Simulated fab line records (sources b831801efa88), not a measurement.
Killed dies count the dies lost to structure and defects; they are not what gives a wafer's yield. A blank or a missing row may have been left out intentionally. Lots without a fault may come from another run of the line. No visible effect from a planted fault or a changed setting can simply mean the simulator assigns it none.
The tool behind it: which one?    flow gf180mcu    Sampling: 10 lots, 30 wafers, 5 of 602 route steps

## WHAT THE GAUGES READ, wafer by wafer
GF_MIM_RS_MEAS_10: measurement is done with a four-point probe.
lot   measured      on            MIM_ALCU_RS (ohm/sq)
L385  day 24 18:22  filmMetro-03  0.1600 0.1592 0.1585
L386  day 24 23:48  filmMetro-01  0.1627 0.1590 0.1602
L387  day 25 11:18  filmMetro-02  0.1561 0.1589 0.1582
L389  day 26 11:14  filmMetro-02  0.1600 0.1628 0.1631
L392  day 27 03:00  filmMetro-02  0.1595 0.1594 0.1612
L397  day 28 12:50  filmMetro-03  0.1575 0.1593 0.1599
L400  day 29 15:38  filmMetro-02  0.1600 0.1601 0.1602
L402  day 30 02:53  filmMetro-01  0.1656 0.1362 0.1377 0.1657 0.1362 0.1379
L403  day 30 08:57  filmMetro-02  0.1599 0.1344 0.1356 0.1597 0.1346 0.1356
L405  day 31 00:17  filmMetro-02  0.1592 0.1585 0.1598

## WHICH TOOL RAN EACH LOT (tool, then ch and the chambers of the sampled wafers, then the start)
lot   GF_V4_STRIP_18                       GF_V4_CMP_26                   GF_MIM_CVD_05                    GF_MIM_SPUTTER_08
L385  plasmaAsher-01 ch 0,1, day 24 16:43  cmp-02 ch 0,1, day 24 17:41    pecvd-01 ch 1,2, day 24 18:10    pvdSputter-04, day 24 18:18
L386  plasmaAsher-03 ch 1, day 24 22:06    cmp-02 ch 0,1,3, day 24 23:10  pecvd-01 ch 0,1,2, day 24 23:35  pvdSputter-04, day 24 23:43
L387  plasmaAsher-01 ch 0,1, day 25 09:15  cmp-01 ch 2,3, day 25 10:33    pecvd-03 ch 0,1,2, day 25 11:04  pvdSputter-01, day 25 11:12
L389  plasmaAsher-04 ch 0,1, day 26 09:35  cmp-02 ch 0,1,2, day 26 10:31  pecvd-02 ch 0,1,2, day 26 11:02  pvdSputter-03, day 26 11:10
L392  plasmaAsher-01 ch 0,1, day 27 01:20  cmp-01 ch 1,2, day 27 02:16    pecvd-03 ch 0,1,2, day 27 02:47  pvdSputter-04, day 27 02:55
L397  plasmaAsher-04 ch 0,1, day 28 11:05  cmp-01 ch 1,2, day 28 12:04    pecvd-01 ch 0,1,2, day 28 12:32  pvdSputter-01, day 28 12:43
L400  plasmaAsher-03 ch 0,1, day 29 13:58  cmp-01 ch 0,1,3, day 29 14:59  pecvd-01 ch 0,1,2, day 29 15:25  pvdSputter-01, day 29 15:33
L402  plasmaAsher-03 ch 0,1, day 30 01:14  cmp-01 ch 1,3, day 30 02:10    pecvd-03 ch 0,1,2, day 30 02:41  pvdSputter-01, day 30 02:49
L403  plasmaAsher-01 ch 0, day 30 07:17    cmp-01 ch 1,2, day 30 08:14    pecvd-02 ch 0,1, day 30 08:45    pvdSputter-01, day 30 08:53
L405  plasmaAsher-04 ch 0,1, day 30 22:13  cmp-01 ch 0,1,2, day 30 23:34  pecvd-01 ch 0,1,2, day 31 00:06  pvdSputter-04, day 31 00:14
- GF_V4_STRIP_18: strips in O2/N2.
- GF_V4_CMP_26: polishes, stops on SiO2, t overpolish 15 s, target thk 0 nm.
- GF_MIM_CVD_05: deposits Si3N4, target thk 42 nm, time 29.086 s.
- GF_MIM_SPUTTER_08: material AlCu, target thk 200 nm, time 10.6 s.

## THE ANSWER, worked out from the rows above alone
Rule: the lots themselves supply what counts as usual. The widest of any qualifying gaps counts: lots, ordered by their means at a reading, are off when they make up no more than a third of the lots, leave a main group of 4 or more, and stand apart from it by 3 or more times the standard deviation of that group's means. The tables above print the reading to a certain number of digits; a main group whose means all agree to those digits is not used. A lot without any number at a reading at which 4 lots or more have one is off too. Where the step has rows for the other lots, those lots are counted as sound.
Off: L402, L403, seen at GF_MIM_RS_MEAS_10 (MIM_ALCU_RS). Mean 0.1597 ohm/sq and standard deviation 0.0012 in the main group.
If a tool, at a process step before that reading, ran all the lots that are off and no sound lot after the first of them, it fits. Gauges at GF_MIM_RS_MEAS_10: tried the same way as those tools. One fits: GF_MIM_SPUTTER_08 on pvdSputter-01. A fault onset in the window from L400 (day 29 15:33, its last sound lot) to L402 (day 30 02:49, its first lot off) fits.

## WHAT THE SIMULATOR HAD INSERTED
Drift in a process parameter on pvdSputter-01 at GF_MIM_SPUTTER_08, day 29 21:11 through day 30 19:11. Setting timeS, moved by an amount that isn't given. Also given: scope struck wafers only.
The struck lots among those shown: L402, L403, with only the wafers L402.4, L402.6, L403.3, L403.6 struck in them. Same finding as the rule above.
